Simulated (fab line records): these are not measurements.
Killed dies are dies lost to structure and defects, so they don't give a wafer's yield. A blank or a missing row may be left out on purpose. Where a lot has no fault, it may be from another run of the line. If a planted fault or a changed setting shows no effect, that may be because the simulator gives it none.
Matching of chambers || flow gf180mcu || 4 sister chambers for GF_CONTACT_CMP_04 on cmp-01
The step polishes SiO2. 8 wafers are shown with their chamber, then 7 later ones without.

## WAFERS, EACH WITH ITS CHAMBER
{"wafer": "L802.2", "chamber": 1, "motor_current_A (A)": 13.0, "time_to_endpoint_s (s)": 102}
{"wafer": "L803.5", "chamber": 0, "motor_current_A (A)": 13.3, "time_to_endpoint_s (s)": 110}
{"wafer": "L806.3", "chamber": 1, "motor_current_A (A)": 13.5, "time_to_endpoint_s (s)": 110}
{"wafer": "L810.1", "chamber": 2, "motor_current_A (A)": 12.6, "time_to_endpoint_s (s)": 107}
{"wafer": "L810.3", "chamber": 3, "motor_current_A (A)": 11.3, "time_to_endpoint_s (s)": 107}
{"wafer": "L810.6", "chamber": 0, "motor_current_A (A)": 13.2, "time_to_endpoint_s (s)": 116}
{"wafer": "L816.1", "chamber": 3, "motor_current_A (A)": 10.6, "time_to_endpoint_s (s)": 110}
{"wafer": "L816.4", "chamber": 2, "motor_current_A (A)": 12.1, "time_to_endpoint_s (s)": 121}

## WAFERS WITH NO CHAMBER GIVEN
{"wafer": "L816.5", "motor_current_A (A)": 14.2, "time_to_endpoint_s (s)": 104}
{"wafer": "L817.1", "motor_current_A (A)": 10.3, "time_to_endpoint_s (s)": 101}
{"wafer": "L817.5", "motor_current_A (A)": 11.0, "time_to_endpoint_s (s)": 115}
{"wafer": "L817.6", "motor_current_A (A)": 12.3, "time_to_endpoint_s (s)": 116}
{"wafer": "L825.4", "motor_current_A (A)": 13.5, "time_to_endpoint_s (s)": 116}
{"wafer": "L825.5", "motor_current_A (A)": 12.4, "time_to_endpoint_s (s)": 111}
{"wafer": "L825.6", "motor_current_A (A)": 10.9, "time_to_endpoint_s (s)": 107}

## WHICH CHAMBER EACH ONE RAN IN
{"wafer": "L816.5", "from the rows above": "can't be placed: 1 or 0", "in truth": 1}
{"wafer": "L817.1", "from the rows above": 3, "in truth": 3}
{"wafer": "L817.5", "from the rows above": 3, "in truth": 3}
{"wafer": "L817.6", "from the rows above": 2, "in truth": 2}
{"wafer": "L825.4", "from the rows above": "can't be placed: 0 or 1", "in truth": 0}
{"wafer": "L825.5", "from the rows above": "can't be placed: 2 or 0", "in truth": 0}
{"wafer": "L825.6", "from the rows above": 3, "in truth": 3}
Placed correctly: 4 of 7. From these rows, 3 cannot be placed; in 3 the true chamber is one of the candidates. Placed wrongly: 0.
How it was worked out, from the rows above alone: a wafer's distance from a chamber is the root of the sum, over the readings, of the square of ((its reading less the chamber's mean) divided by the reading's scatter). The wafer belongs to the nearest chamber; if the next one is less than 2 further off, it can't be placed. The mean given for a chamber averages the wafers shown for that chamber. The scatter is the square root of a quotient: the sum, over the shown wafers, of each reading's squared deviation from its chamber's mean, divided by wafers minus chambers.
